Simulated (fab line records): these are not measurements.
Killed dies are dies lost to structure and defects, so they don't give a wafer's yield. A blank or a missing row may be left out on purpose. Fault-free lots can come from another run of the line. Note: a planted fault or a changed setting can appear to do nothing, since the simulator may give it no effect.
Code-filled problem report in 8D (eight disciplines) form / flow sky130 / the parts of the form that need people (team, actions taken, sign-off) are left out

## 1. THE ISSUE
PWDE_RS at SKY_NWELL_RS_MEAS_31 reads a mean of 5553 ohm/sq on 3 wafers of 1 lot; wafers without a fault read 5280 ohm/sq with a standard deviation of 22. Measured from the usual mean, that is +12 standard deviations.
The step: measures by four-point-probe.
Seen first at day 7 11:28 on filmMetro-03, wafer L449.2. The record holds 36 wafers of 12 lots with a number at this step. By rule, "out" or "out of limits" means more than 4 standard deviations away from the usual mean. The rest of the wafers with a number are treated as sound.

## 2. WHAT THIS IS AND IS NOT
question=which readings at this step | is=PWDE_RS | is not=-
question=which lots | is=L449 | is not=L441, L442, L452, L455, L456, L459, L460, L461, L462, L463, L464
question=which wafers of those lots | is=all that have a number | is not=-
question=read on which gauges | is=filmMetro-03 | is not=filmMetro-01, filmMetro-02
question=when | is=from day 7 11:28 | is not=up to then (6 sound wafers); but 27 sound wafers of L452, L455, L456, L459, L460, L461, L462, L463, L464 came after

## 3. THE SUSPECTS, EACH WITH WHAT RULES IT OUT
Counting: a tool stays on the suspect list if, at a process step up to the reading, it processed all lots that are out and no sound lot following the first of them.
- the gauge at SKY_NWELL_RS_MEAS_31: kept. All the wafers that are out were read on filmMetro-03, and no step on other tools shows them out.
- implanter-02 at SKY_PWDE_IMPLANT_08: ruled out as a lasting fault. The sound lots L460, L463, L464 went through it after L449, its earliest lot that is out (day 5 18:50).
Left after counting: filmMetro-03 at SKY_NWELL_RS_MEAS_31.

## 4. THE CAUSE (what the simulator had put in)
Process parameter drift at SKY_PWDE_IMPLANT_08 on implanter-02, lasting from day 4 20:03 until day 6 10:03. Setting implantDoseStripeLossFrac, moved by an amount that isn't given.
Counting ruled it out, wrongly: the rule takes a fault to strike every lot that its tool runs from its start on, and this one did not.

## 5. THE EFFECT CHAIN, in route order
Each row: a reading where the mean over the struck wafers with a number is more than 3 standard deviations away from the usual. Readings are gone through only where the record gives a usual standard deviation; hours: the median, over the lots, of the time from a lot's start at the first step in this table giving one to that lot's start at this step; sigmas: the change measured in usual standard deviations.
hours=0; step=SKY_NWELL_RS_MEAS_31; reading=PWDE_RS; usual=5280 ohm/sq; on struck wafers=5553; change=+273; sigmas=+12
Later steps that measure or inspect, where all struck wafers having a row at the step show a number for every such reading and not one has moved that far: SKY_LDD_P_OVL_MEAS_08.

## 6. HOW IT WOULD HAVE BEEN CAUGHT EARLIER
63 hours passed between the start of the fault at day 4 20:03 and the first reading out of limits at a measuring or inspecting step in this record, taken at day 7 11:28.
Of the tool readings at SKY_PWDE_IMPLANT_08 for which the record gives a usual standard deviation, none was out on any struck wafer, so an alarm limit of 4 standard deviations on them would not have fired.
